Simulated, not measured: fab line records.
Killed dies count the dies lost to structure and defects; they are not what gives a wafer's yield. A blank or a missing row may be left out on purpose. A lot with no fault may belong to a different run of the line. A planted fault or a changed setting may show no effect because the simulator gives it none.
fab line records    flow sky130
[record] lots = 6  wafers = 18  last_day = 50
route steps=708 shown METAL2@490 PAD_OPEN@708
lots that met no fault: taken from a fault-free run of the same line
start_h: start of the lot's first displayed wafer, in hours after the record's first day    wait_h: hours since the lot's step before    " unchanged from the row above    L1.1+2: several wafers, shown together as one row    - value missing, or start not given    * or withheld: withheld    < > ~ a bound
route shown NAME@n: names a module that has steps shown in the file, with the first one's number in the route    usual: mean/standard deviation taken from wafers without a fault    same: alike in all rows    chamber/n: place in a boat    sites: readings site by site    _std_site: standard deviation across them    _edge_site: the outer-site mean with the inner-site mean subtracted    radius_mm: how far each site lies from the wafer's centre    mask NAME#n: copy n    behind: the most recent tool/chamber to have shaped the wafer    hold: the reason the lot was held/the length of the hold in hours/how it ended    device: transistor that didn't switch, given as n, p or np    end of line: tests run on the same wafers once the route is complete    step lacking rows: just its recipe    killed: not the wafer's yield, but the dies lost to structure and defects at the first sort    map: dies across one wafer; x = killed, . = not, _ = none there
set.NAME: the run value of the setting; set.NAME@STEP: its run value at that earlier step    model.NAME: the simulator's own value behind a step, which no gauge read
lots at selected steps of the route; one table per step, one row per wafer
services: the hour from which a tool's chamber was out of use, counted from the record's first day as start_h (under 0 if before that day), plus the number of hours and why
[[steps]]
[step SKY_METAL2_DEHYDRATE_07]
[recipe] temp_c = 200  time_s = 60
[step SKY_METAL2_HMDS_08]
[recipe] prime_time_s = 60  prime_temp_c = 120
[step SKY_METAL2_COAT_09]
[recipe] resist = BARC  temp_c = withheld  time_s = withheld  spin_rpm = 3000  resist_thk_nm = 60
[step SKY_METAL2_COAT_10]
[recipe] resist = KrF-thick  spin_rpm = 3000  resist_thk_nm = 450
[step SKY_METAL2_SOFTBAKE_11]
[recipe] temp_c = 100  time_s = 90  resist = KrF-thick
[step SKY_METAL2_EXPOSE_12]
[recipe] mask_id = MM2  na = 0.8  source_shape = annular  sigma_inner = 0.55  sigma_outer = 0.85  target_cd_nm = 140  dose_mj = 28
[step SKY_METAL2_PEB_13]
[recipe] peb_temp_c = withheld  peb_time_s = withheld  resist = KrF-thick
[step SKY_METAL2_DEVELOP_14]
[recipe] develop_time_s = 60  resist = KrF-thick  dev_temp_c = 21
[step SKY_METAL2_CD_MEAS_15]
[recipe] target_cd_nm = 140
[usual] cd_nm = 139.8/1.4
lot.wafer  tool       chamber  start_h  wait_h  cd_nm
L528.1     cd_sem-01  -        854.36   -       140.3
L528.5     "          -        "        "       139.1
L528.6     "          -        "        "       139.6
L535.1     cd_sem-01  -        913.73   -       137.6
L535.3     "          -        "        "       138.1
L535.6     "          -        "        "       136.6
L539.4     cd_sem-02  -        938.57   -       140.6
L539.5     "          -        "        "       139.7
L539.6     "          -        "        "       141.6
L540.1     cd_sem-01  -        945.16   -       141.4
L540.3     "          -        "        "       141.5
L540.5     "          -        "        "       141.6
L546.1     cd_sem-01  -        976.64   -       139.6
L546.3     "          -        "        "       139.2
L546.6     "          -        "        "       138.4
L547.2     cd_sem-02  -        983.88   -       137.9
L547.4     "          -        "        "       139.8
L547.5     "          -        "        "       138.4
[step SKY_METAL2_OVL_MEAS_16]
[usual] METAL2_OVL = 3/5.4
lot.wafer  tool        chamber  start_h  wait_h  METAL2_OVL[nm]
L528.1     overlay-02  -        854.48   0.1     -2
L528.5     "           -        "        "       -4
L528.6     "           -        "        "       1
L535.1     overlay-01  -        913.85   0.1     5
L535.3     "           -        "        "       5
L535.6     "           -        "        "       -6
L539.4     overlay-02  -        938.65   0.1     -8
L539.5     "           -        "        "       0
L539.6     "           -        "        "       -1
L540.1     overlay-01  -        945.28   0.1     8
L540.3     "           -        "        "       -4
L540.5     "           -        "        "       7
L546.1     overlay-02  -        976.76   0.1     6
L546.3     "           -        "        "       7
L546.6     "           -        "        "       0
L547.2     overlay-01  -        983.99   0.1     3
L547.4     "           -        "        "       12
L547.5     "           -        "        "       11
[step SKY_METAL2_DESCUM_17]
[recipe] chemistry = O2  source_power_w = 150  bias_power_w = 0  pressure_mtorr = 10  temp_c = 40  time_s = 8
[usual] drypump_motor_current_A = 6.1/0.41  oes_product_au = 1.003/0.012
lot.wafer  tool          chamber  start_h  wait_h  drypump_motor_current_A  oes_product_au  rf_hours_counter_h
L528.1     rie_metal-04  0        854.52   0.0     5.4                      0.996           11
L528.5     "             1        "        "       5.9                      1.006           -
L528.6     "             0        "        "       5.4                      0.998           -
L535.1     rie_metal-03  0        913.88   0.0     5.7                      0.983           4
L535.3     "             1        "        "       6.3                      1.013           -
L535.6     "             0        "        "       5.8                      0.989           -
L539.4     rie_metal-03  0        938.68   0.0     5.8                      1.000           -
L539.5     "             0        "        "       5.8                      1.005           -
L539.6     "             1        "        "       6.3                      1.004           -
L540.1     rie_metal-03  0        945.32   0.0     5.8                      0.993           5
L540.3     "             0        "        "       5.8                      0.995           -
L540.5     "             0        "        "       5.8                      0.985           -
L546.1     rie_metal-01  0        976.80   0.0     6.3                      0.989           13
L546.3     "             0        "        "       6.3                      1.001           -
L546.6     "             0        "        "       6.4                      0.994           -
L547.2     rie_metal-01  1        984.02   0.0     6.5                      1.014           9
L547.4     "             0        "        "       6.4                      0.994           -
L547.5     "             0        "        "       6.4                      0.985           -
[step SKY_METAL2_ETCH_18]
[recipe] chemistry = N2/H2  target = BARC  ion_energy_ev = 200  bias_w = 100  pressure_mtorr = 30  n2_flow_sccm = 100  h2_flow_sccm = 200  icp_w = 500  stop_on = SiO2  time_s = 45.9  target_depth_a = 600
[usual] drypump_motor_current_A = 6.1/0.41  oes_product_au = 0.853/0.0043  throttle_valve_pct = 13.225/0.0084
lot.wafer  tool          chamber  start_h  wait_h  drypump_motor_current_A  oes_product_au  rf_hours_counter_h  throttle_valve_pct
L528.1     rie_metal-04  0        854.55   0.0     5.4                      0.855           11                  13.226
L528.5     "             1        "        "       6.0                      0.847           -                   13.216
L528.6     "             0        "        "       5.4                      0.853           -                   13.228
L535.1     rie_metal-03  0        913.91   0.0     5.8                      0.853           4                   13.212
L535.3     "             1        "        "       6.3                      0.854           -                   13.221
L535.6     "             0        "        "       5.8                      0.860           -                   13.224
L539.4     rie_metal-03  0        938.72   0.0     5.8                      0.854           -                   13.227
L539.5     "             0        "        "       5.8                      0.849           -                   13.229
L539.6     "             1        "        "       6.4                      0.851           -                   13.238
L540.1     rie_metal-03  0        945.35   0.0     5.8                      0.858           5                   13.221
L540.3     "             0        "        "       5.8                      0.850           -                   13.217
L540.5     "             0        "        "       5.8                      0.849           -                   13.234
L546.1     rie_metal-01  0        976.83   0.0     6.4                      0.848           13                  13.222
L546.3     "             0        "        "       6.4                      0.860           -                   13.223
L546.6     "             0        "        "       6.4                      0.850           -                   13.235
L547.2     rie_metal-01  1        984.05   0.0     6.5                      0.851           9                   13.225
L547.4     "             0        "        "       6.4                      0.856           -                   13.224
L547.5     "             0        "        "       6.3                      0.847           -                   13.219
[step SKY_METAL2_METAL_ETCH_19]
[recipe] target_depth_a = 3600  stop_on = SiO2  over_etch_frac = 0.3  time_s = 78  chemistry = Cl2/BCl3  resist_sidewall_deg = 88  pressure_mtorr = 10  icp_w = 900  bias_w = 48.5  Cl2_flow_sccm = 60  bcl3_flow_sccm = 30
[usual] drypump_motor_current_A = 6.1/0.4  oes_product_au = 0.855/0.0063  throttle_valve_pct = 22.264/0.0086
lot.wafer  tool          chamber  start_h  wait_h  drypump_motor_current_A  oes_product_au  rf_hours_counter_h  throttle_valve_pct  model.KrF-thick_of_METAL2_COAT_10.thk_nm  model.METAL2.feature_depth_nm  model.etch.depth_nm
L528.1     rie_metal-04  0        854.61   0.0     5.4                      0.851           11                  22.264              159.2                                     357.7                          357.7
L528.5     "             1        "        "       6.0                      0.852           -                   22.263              153.3                                     359.2                          359.2
L528.6     "             0        "        "       5.4                      0.852           -                   22.275              158.7                                     357.6                          357.6
L535.1     rie_metal-03  0        913.98   0.0     5.8                      0.854           4                   22.257              166.6                                     358.7                          358.7
L535.3     "             1        "        "       6.3                      0.859           -                   22.267              162                                       363.1                          363.1
L535.6     "             0        "        "       5.7                      0.854           -                   22.262              165.4                                     359.5                          359.5
L539.4     rie_metal-03  0        938.79   0.1     5.8                      0.802           -                   22.251              234.5                                     318.7                          318.7
L539.5     "             0        "        "       5.8                      0.805           -                   22.263              233.3                                     319.9                          319.9
L539.6     "             1        "        "       6.3                      0.805           -                   22.257              231.2                                     321.4                          321.4
L540.1     rie_metal-03  0        945.41   0.0     5.8                      0.801           5                   22.280              239.4                                     315.1                          315.1
L540.3     "             0        "        "       5.8                      0.801           -                   22.267              236.8                                     318.8                          318.8
L540.5     "             0        "        "       5.8                      0.797           -                   22.245              236.4                                     319                            319
L546.1     rie_metal-01  0        976.89   0.0     6.4                      0.847           13                  22.280              158.8                                     360.6                          360.6
L546.3     "             0        "        "       6.3                      0.846           -                   22.273              159.3                                     356.7                          356.7
L546.6     "             0        "        "       6.4                      0.854           -                   22.258              157.3                                     361.2                          361.2
L547.2     rie_metal-01  1        984.11   0.0     6.5                      0.846           9                   22.272              150.5                                     357.8                          357.8
L547.4     "             0        "        "       6.4                      0.866           -                   22.279              166.5                                     366.6                          366.6
L547.5     "             0        "        "       6.4                      0.868           -                   22.288              165                                       366.7                          366.7
[step SKY_METAL2_STRIP_20]
[recipe] chemistry = O2/N2  power_w = 1400  pressure_mtorr = 1500  platen_temp_c = withheld  o2_flow_sccm = 3000  n2_flow_sccm = 300  overash_fraction = 0.5
[usual] drypump_motor_current_A = 5.8/0.35  oes_product_au = 0.342/0.0048  strip_time_to_endpoint_s = 2.69/0.057
lot.wafer  tool             chamber  start_h  wait_h  drypump_motor_current_A  oes_product_au  rf_hours_counter_h  strip_time_to_endpoint_s
L528.1     plasma_asher-02  0        854.70   0.1     5.7                      0.348           40                  2.71
L528.5     "                1        "        "       6.3                      0.343           -                   2.63
L528.6     "                0        "        "       5.7                      0.337           -                   2.70
L535.1     plasma_asher-03  0        914.07   0.1     5.5                      0.350           112                 2.78
L535.3     "                0        "        "       5.5                      0.344           -                   2.72
L535.6     "                0        "        "       5.5                      0.349           -                   2.77
L539.4     plasma_asher-04  1        938.89   0.1     6.4                      0.372           -                   3.52
L539.5     "                0        "        "       5.9                      0.370           -                   3.49
L539.6     "                1        "        "       6.5                      0.376           -                   3.49
L540.1     plasma_asher-02  0        945.50   0.1     5.7                      0.383           50                  3.56
L540.3     "                0        "        "       5.7                      0.379           -                   3.54
L540.5     "                1        "        "       6.3                      0.381           -                   3.54
L546.1     plasma_asher-02  1        976.98   0.1     6.3                      0.334           53                  2.69
L546.3     "                0        "        "       5.7                      0.335           -                   2.70
L546.6     "                0        "        "       5.7                      0.343           -                   2.68
L547.2     plasma_asher-04  0        984.20   0.1     5.9                      0.347           83                  2.59
L547.4     "                0        "        "       5.9                      0.343           -                   2.79
L547.5     "                1        "        "       6.4                      0.347           -                   2.76
[step SKY_METAL2_STRIP_21]
[recipe] chemistry = post_etch_residue_remover  time_s = 1200  temp_c = 72.5
[step SKY_PAD_OPEN_PROBE_99]
[usual] defect_limited_yield = 82.6/1.8  killed_at_M0_to_M3 = 43/6.3  killed_at_M4_up = 3.0/1.6  killed_at_contacts = 25/5  killed_at_front_end = 15/4.4  killed_at_other = 0.3/0.8  killed_dies = 85/8.7  killed_on_rim = 17/3.7  killed_open = 47/6.9  killed_short = 38/6.3  sort_bin_3_pad_short = 0.9/0.39  sort_bin_5_function = 10.3/1.3  sort_bin_6_memory = 6.2/1.1  sort_n_pass = 407/8.8  sort_yield_pct = 82.6/1.8
[same] gross_dies = 492  killed_at_back_side = 0  sort_bin_4_leakage[%] = 0  sort_bin_8_speed[%] = 0
lot.wafer  tool       chamber  start_h  wait_h  defect_limited_yield[%]  killed_at_M0_to_M3  killed_at_M4_up  killed_at_contacts  killed_at_front_end  killed_at_other  killed_dies  killed_on_rim  killed_open  killed_short  sort_bin_3_pad_short[%]  sort_bin_5_function[%]  sort_bin_6_memory[%]  sort_n_pass  sort_yield_pct[%]
L528.1     prober-01  -        1101.08  0.1     81.3                     44                  2                29                  17                   0                92           15             56           36            0.4                      10.4                    7.9                   400          81.3
L528.5     prober-01  -        1101.28  0.2     79.1                     46                  5                29                  23                   0                103          19             64           39            0.8                      13.6                    6.5                   389          79.1
L528.6     prober-01  -        1101.33  0.2     80.5                     43                  1                26                  26                   0                96           17             52           44            0.8                      13.2                    5.5                   396          80.5
L535.1     prober-02  -        1152.59  0.1     80.5                     47                  4                23                  20                   2                96           24             47           49            1.8                      10.8                    6.9                   396          80.5
L535.3     prober-02  -        1152.69  0.2     79.9                     38                  2                33                  21                   5                99           17             55           39            0.8                      12.4                    6.9                   393          79.9
L535.6     prober-02  -        1152.84  0.2     82.7                     48                  1                18                  18                   0                85           10             44           41            0.6                      10.0                    6.7                   407          82.7
L540.1     prober-01  -        1171.81  0.1     0                        452                 6                24                  10                   0                492          96             47           36            0.6                      93.1                    6.3                   0            0
L540.3     prober-01  -        1171.91  0.2     0                        450                 6                25                  11                   0                492          96             41           35            1.6                      93.7                    4.7                   0            0
L540.5     prober-01  -        1172.01  0.2     0                        462                 3                17                  10                   0                492          96             47           29            0.8                      94.5                    4.7                   0            0
L546.1     prober-02  -        1195.77  0.1     86.6                     31                  3                20                  12                   0                66           12             32           34            0.8                      8.3                     4.3                   426          86.6
L546.3     prober-02  -        1195.87  0.2     84.3                     39                  3                26                  9                    0                77           20             39           38            0.4                      10.0                    5.3                   415          84.3
L546.6     prober-02  -        1196.02  0.2     85.4                     41                  7                17                  7                    0                72           13             37           35            0.6                      7.9                     6.1                   420          85.4
L547.2     prober-02  -        1196.63  0.1     82.3                     35                  5                23                  24                   0                87           11             49           38            1.4                      10.0                    6.3                   405          82.3
L547.4     prober-02  -        1196.73  0.2     82.1                     50                  2                18                  17                   1                88           18             37           50            0.4                      10.2                    7.3                   404          82.1
L547.5     prober-02  -        1196.78  0.2     87.0                     36                  3                13                  12                   0                64           15             37           27            0.6                      8.3                     4.1                   428          87.0
// killed by level:class
L528.1 CONTACT:geometric_particle:open=10 VIA1:geometric_particle:open=10 LI_CONTACT:geometric_particle:open=8 CONTACT:geometric_particle:short=7 POLY_GATE:geometric_particle:open=6 VIA1:geometric_particle:short=6 VIA2:geometric_particle:open=6 FIELD_ISO:geometric_particle:short=5
L528.5 CONTACT:geometric_particle:open=19 VIA1:geometric_particle:open=10 FIELD_ISO:geometric_particle:open=9 VIA2:geometric_particle:open=8 LI_CONTACT:geometric_particle:open=7 VIA3:geometric_particle:open=6 FIELD_ISO:geometric_particle:short=5 METAL1:geometric_particle:short=5
L528.6 CONTACT:geometric_particle:open=10 VIA1:geometric_particle:short=9 FIELD_ISO:geometric_particle:open=8 VIA1:geometric_particle:open=8 FIELD_ISO:geometric_particle:short=7 VIA2:geometric_particle:open=7 LI_CONTACT:geometric_particle:open=6 METAL2:geometric_particle:short=6
L535.1 VIA1:geometric_particle:open=11 POLY_GATE:geometric_particle:short=8 LI_CONTACT:geometric_particle:open=7 VIA2:geometric_particle:open=7 CONTACT:geometric_particle:open=6 VIA1:geometric_particle:short=6 LI_CONTACT:geometric_particle:short=5 METAL1:geometric_particle:short=5
L535.3 CONTACT:geometric_particle:open=15 VIA1:geometric_particle:open=10 LI_CONTACT:geometric_particle:open=7 VIA2:geometric_particle:open=7 METAL2:geometric_particle:short=6 FIELD_ISO:geometric_particle:short=5 LI_CONTACT:geometric_particle:short=5 PASSIVATION:area_etch=5
L535.6 VIA1:geometric_particle:open=11 VIA3:geometric_particle:open=8 METAL2:geometric_particle:short=8 CONTACT:geometric_particle:open=7 FIELD_ISO:geometric_particle:short=5 POLY_GATE:geometric_particle:open=5 VIA1:geometric_particle:short=5 POLY_GATE:geometric_particle:short=4
L540.1 METAL2:area_etch=409 LI_CONTACT:geometric_particle:open=8 VIA1:geometric_particle:open=8 VIA2:geometric_particle:open=8 CONTACT:geometric_particle:open=7 VIA1:geometric_particle:short=7 METAL1:geometric_particle:short=6 CONTACT:geometric_particle:short=5
L540.3 METAL2:area_etch=416 CONTACT:geometric_particle:open=10 LI_CONTACT:geometric_particle:short=6 VIA3:geometric_particle:open=6 METAL1:geometric_particle:short=6 VIA3:geometric_particle:short=5 POLY_GATE:geometric_particle:open=4 VIA2:geometric_particle:open=4
L540.5 METAL2:area_etch=416 VIA1:geometric_particle:open=12 LI_CONTACT:geometric_particle:open=8 VIA3:geometric_particle:open=7 VIA1:geometric_particle:short=6 CONTACT:geometric_particle:open=4 POLY_GATE:geometric_particle:open=3 METAL1:geometric_particle:short=3
L546.1 LOCAL_INTERCONNECT:geometric_particle:short=7 LI_CONTACT:geometric_particle:open=6 VIA1:geometric_particle:open=6 METAL2:geometric_particle:short=5 VIA3:geometric_particle:open=5 METAL1:geometric_particle:short=4 FIELD_ISO:geometric_particle:open=3 CONTACT:geometric_particle:open=3
L546.3 CONTACT:geometric_particle:open=11 VIA1:geometric_particle:open=9 METAL1:geometric_particle:short=7 CONTACT:geometric_particle:short=6 METAL2:geometric_particle:short=6 VIA2:geometric_particle:open=5 LI_CONTACT:geometric_particle:open=4 VIA3:geometric_particle:open=4
L546.6 METAL1:geometric_particle:short=7 VIA1:geometric_particle:open=7 VIA1:geometric_particle:short=6 LI_CONTACT:geometric_particle:open=6 CONTACT:geometric_particle:open=6 VIA3:geometric_particle:open=5 METAL4:geometric_particle:short=4 POLY_GATE:geometric_particle:open=3
L547.2 CONTACT:geometric_particle:open=10 FIELD_ISO:geometric_particle:short=9 VIA1:geometric_particle:open=8 FIELD_ISO:geometric_particle:open=6 VIA3:geometric_particle:open=6 POLY_GATE:geometric_particle:open=4 LI_CONTACT:geometric_particle:open=4 METAL1:geometric_particle:short=4
L547.4 METAL2:geometric_particle:short=12 VIA3:geometric_particle:open=10 FIELD_ISO:geometric_particle:short=9 VIA2:geometric_particle:open=7 CONTACT:geometric_particle:open=7 VIA1:geometric_particle:open=7 METAL1:geometric_particle:short=5 LOCAL_INTERCONNECT:geometric_particle:short=4
L547.5 VIA1:geometric_particle:open=11 CONTACT:geometric_particle:open=7 VIA3:geometric_particle:open=6 FIELD_ISO:geometric_particle:open=5 LI_CONTACT:geometric_particle:short=4 METAL2:geometric_particle:short=4 VIA1:geometric_particle:short=4 VIA2:geometric_particle:open=3
// map L540.1 (x killed, . not)
__________xxxxxxxxxx_________
________xxxxxxxxxxxxxx_______
______xxxxxxxxxxxxxxxxxx_____
_____xxxxxxxxxxxxxxxxxxxx____
____xxxxxxxxxxxxxxxxxxxxxx___
___xxxxxxxxxxxxxxxxxxxxxxxx__
__xxxxxxxxxxxxxxxxxxxxxxxxxx_
_xxxxxxxxxxxxxxxxxxxxxxxxxxxx
_xxxxxxxxxxxxxxxxxxxxxxxxxxxx
_xxxxxxxxxxxxxxxxxxxxxxxxxxxx
_xxxxxxxxxxxxxxxxxxxxxxxxxxxx
_xxxxxxxxxxxxxxxxxxxxxxxxxxxx
_xxxxxxxxxxxxxxxxxxxxxxxxxxxx
_xxxxxxxxxxxxxxxxxxxxxxxxxxxx
_xxxxxxxxxxxxxxxxxxxxxxxxxxxx
__xxxxxxxxxxxxxxxxxxxxxxxxxx_
___xxxxxxxxxxxxxxxxxxxxxxxx__
____xxxxxxxxxxxxxxxxxxxxxx___
_____xxxxxxxxxxxxxxxxxxxx____
______xxxxxxxxxxxxxxxxxx_____
________xxxxxxxxxxxxxx_______
__________xxxxxxxxxx_________
// map L535.3 (x killed, . not)
__________x........x_________
________......x......._______
______...x......xx.x..x._____
_____x..........x.....x..____
____...x..xx..............___
___....x.x..xx..x..........__
__...xxx.....x.......x...x.x_
_....x..x..x...........xx..x.
_....x......x.....x.x.....x..
_x...xx....xx....x......x....
_xxx.x.....x..x...x....x.....
_...xx...x...x...xx..........
_..x...x..x.x.......xx.......
_.x.x...xx...x.....x.......xx
_.x....xx.x..x.....x.........
__.x..........x.........xx.._
___.x......x.....xx..x.....__
____.....x..........x.xx..___
_____.x...x..x.......x...____
______.x................_____
________..x..........._______
__________.....xx..._________
[[services]]
tool             chamber  start_h  hours  kind
rie_metal-01     -        840.98   0.2    repair
rie_metal-03     1        859.13   12.2   repair
rie_metal-01     0        868.45   6.0    repair
rie_metal-03     -        890.32   0.9    repair
plasma_asher-04  -        910.00   14.6   pm
rie_metal-01     -        935.23   0.3    repair
rie_metal-01     -        966.71   1.4    pm
[[key]]
[first_sign] step = SKY_METAL2_METAL_ETCH_19  reading = oes_product_au  direction = down  sigmas = 8.4  usual = 0.855  struck = 0.802
[effect] step = SKY_METAL2_STRIP_20  reading = strip_time_to_endpoint_s  direction = up  sigmas = 15  usual = *  struck = *
[effect] step = SKY_PAD_OPEN_PROBE_99  reading = killed_at_M0_to_M3  direction = up  sigmas = 65  usual = 43  struck = 455
[model_effect] step = SKY_METAL2_METAL_ETCH_19  value = KrF-thick_of_METAL2_COAT_10.thk_nm  without = 163.4  struck = 235.3
[more_kills_born_at] SKY_METAL2_METAL_ETCH_19@rie_metal-03 = 1241
met_at SKY_METAL2_METAL_ETCH_19
struck_wafers L539.4,L539.5,L539.6,L540.1,L540.3,L540.5
rows_end L539.4,L539.5,L539.6
later_rows_left_out L540.1,L540.3,L540.5
onset_between 913.98 938.79
[fault] kind = process_parameter_drift  tool = rie_metal-03  chamber = -  onset_h = 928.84  steps = SKY_METAL2_METAL_ETCH_19  channel = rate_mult  offset = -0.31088  shape = step
// later_rows_left_out: the simulator's readings of these wafers behind a module that went badly wrong aren't trusted and aren't shown, but for the sort
// rows_end: these wafers met a further fault down the route, and their rows from its step on are left out
